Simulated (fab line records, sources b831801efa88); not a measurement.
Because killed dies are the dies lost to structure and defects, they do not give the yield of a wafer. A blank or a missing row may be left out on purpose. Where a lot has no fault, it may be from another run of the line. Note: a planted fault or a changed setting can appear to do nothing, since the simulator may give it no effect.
Split-lot trial ; flow sky130 ; 5 lots, 23 wafers read, on a route of 708 steps

THE SPLIT ITSELF
At SKY_FIELD_ISO_OXIDATION_01 (stabilise 600 s, purge 300 s, target thk 12 nm), the setting oxTimeS was moved away from the recipe's 1843 s on 15 of the 23 wafers read, by -11.1% to +6.8%. All remaining wafers had this setting at the recipe value.

The reading comes from the split's own step.

THE READING
SiO2_of_FIELD_ISO_OXIDATION_01.thkNm (the simulator's own value, which no gauge read), in nm, at SKY_FIELD_ISO_OXIDATION_01 (stabilise 600 s, purge 300 s, target thk 12 nm). No usual value for it is given in the file. Average 12.06 nm, standard deviation 0.18 nm, over the 8 wafers here run with the recipe.

wafer;tool, chamber at the split;oxTimeS as run, s;against the recipe;SiO2_of_FIELD_ISO_OXIDATION_01.thkNm, nm;against lot-mates on the recipe
L077.1;-, -;1966;+6.7%;12.25;no lot-mate on the recipe
L077.2;-, -;1966;+6.7%;12.23;no lot-mate on the recipe
L077.3;-, -;1966;+6.7%;12.3;no lot-mate on the recipe
L077.5;-, -;1966;+6.7%;12.32;no lot-mate on the recipe
L077.6;-, -;1966;+6.7%;12.44;no lot-mate on the recipe
L080.2;furnace-02, 0;1843;recipe;12.08;-
L080.4;furnace-02, 0;1843;recipe;12.51;-
L080.5;furnace-02, 0;1843;recipe;12.14;-
L082.1;-, -;1968;+6.8%;12.56;no lot-mate on the recipe
L082.3;-, -;1968;+6.8%;12.51;no lot-mate on the recipe
L082.4;-, -;1968;+6.8%;12.47;no lot-mate on the recipe
L082.5;-, -;1968;+6.8%;12.39;no lot-mate on the recipe
L082.6;-, -;1968;+6.8%;12.54;no lot-mate on the recipe
L084.1;-, -;1843;recipe;11.96;-
L084.2;-, -;1843;recipe;11.94;-
L084.3;-, -;1843;recipe;11.94;-
L084.5;-, -;1843;recipe;11.92;-
L084.6;-, -;1843;recipe;11.99;-
L085.1;-, -;1638;-11.1%;11.23;no lot-mate on the recipe
L085.2;-, -;1638;-11.1%;11.15;no lot-mate on the recipe
L085.3;-, -;1638;-11.1%;11.14;no lot-mate on the recipe
L085.4;-, -;1638;-11.1%;11.39;no lot-mate on the recipe
L085.5;-, -;1638;-11.1%;11.22;no lot-mate on the recipe

FIT RESULTS
A straight line over all 23 wafers: SiO2_of_FIELD_ISO_OXIDATION_01.thkNm changes by +0.0655 nm for each +1% of oxTimeS; r = +0.95; the points scatter about the line by 0.15 nm.
Too few moved wafers with a lot-mate on the recipe to fit a line net of each lot's own level.

FILE'S OWN FIT
SiO2_of_FIELD_ISO_OXIDATION_01.thkNm changes by +0.0654 nm for each +1% of oxTimeS, r = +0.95.
